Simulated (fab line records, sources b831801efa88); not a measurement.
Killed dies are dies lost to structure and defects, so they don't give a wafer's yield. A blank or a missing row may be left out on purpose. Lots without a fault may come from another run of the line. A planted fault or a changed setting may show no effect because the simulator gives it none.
One fault seen from 2 desks | flow gf180mcu | each desk has only its own numbers; what lay behind them comes last

THE METROLOGY DESK
What the gauges read, lot by lot, whatever tool the lot ran on: means of the sampled wafers that have a number. A lot is out of limits, marked OUT, if its mean lies more than 4 standard deviations from the usual mean; the brackets give that distance.
Columns: A = cd_nm at GF_HV_LDD_CD_MEAS_07, usual 399.7 nm; B = cd_nm at GF_HV_LDD_CD_MEAS_31, usual 399.8 nm
lot  | first seen here | A     | B
L167 | day 10 05:33    | 396.6 | 401.8
L169 | day 10 12:47    | 400.1 | 399.0
L168 | day 10 12:57    | 398.6 | 404.8
L171 | day 11 13:46    | 400.6 | 399.8
L174 | day 12 04:44    | 400.6 | 401.9
L173 | day 12 06:04    | 404.0 | 397.8
L175 | day 12 15:30    | 400.4 | 398.9
L177 | day 13 04:20    | 397.8 | 400.9
L178 | day 13 13:06    | 402.6 | 399.7
L179 | day 13 15:02    | 398.6 | 394.5
L184 | day 15 07:59    | 398.0 | 400.0
L185 | day 15 11:05    | 399.5 | 400.7
L186 | day 15 17:43    | 398.1 | 402.1
L189 | day 16 17:59    | 401.1 | 403.0
This desk's finding: nothing out of limits on any of the 14 lots.

THE TOOL OWNER'S DESK: litho_track-02
The tool's own readings at GF_HV_LDD_SOFTBAKE_42 (time 60 s): means of the sampled wafers that have a number, for each lot that ran on this tool. A lot is out of limits, marked OUT, if its mean lies more than 4 standard deviations from the usual mean; the brackets give that distance.
Columns: A = heater_power_total_W at GF_HV_LDD_SOFTBAKE_42, usual 56.60 W; B = plate_temp_C at GF_HV_LDD_SOFTBAKE_42, usual 90.00 C
lot  | first seen here | A               | B
L169 | day 12 11:47    | 56.56           | 90.19
L175 | day 14 19:46    | 56.62           | 89.90
L178 | day 15 19:07    | 56.60           | 89.94
L184 | day 17 17:50    | 56.62           | 89.91
L185 | day 17 20:17    | 55.87 (-17) OUT | 89.16 (-7.0) OUT
L186 | day 18 03:03    | 55.75 (-20) OUT | 89.11 (-7.4) OUT
This desk's finding: out of limits on L185, L186; first on L185, day 17 20:17 (heater_power_total_W at GF_HV_LDD_SOFTBAKE_42). In limits: L169, L175, L178, L184.

PUT TOGETHER
The tool owner's desk could have raised an alarm at day 17 20:17, on L185, L186.
The metrology desk saw nothing out of limits.
The metrology desk has L185, L186 on record, within its limits.
Of the lots named, all ran GF_HV_LDD_SOFTBAKE_42 on litho_track-02.

WHAT THE SIMULATOR HAD PUT IN
Process parameter drift: litho_track-02, from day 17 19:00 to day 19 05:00, at GF_HV_LDD_SOFTBAKE_42. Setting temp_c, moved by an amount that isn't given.
Lots struck among those shown: L185, L186.
Hours from the fault's start to each desk's first reading out of limits: the tool owner's desk, 1.
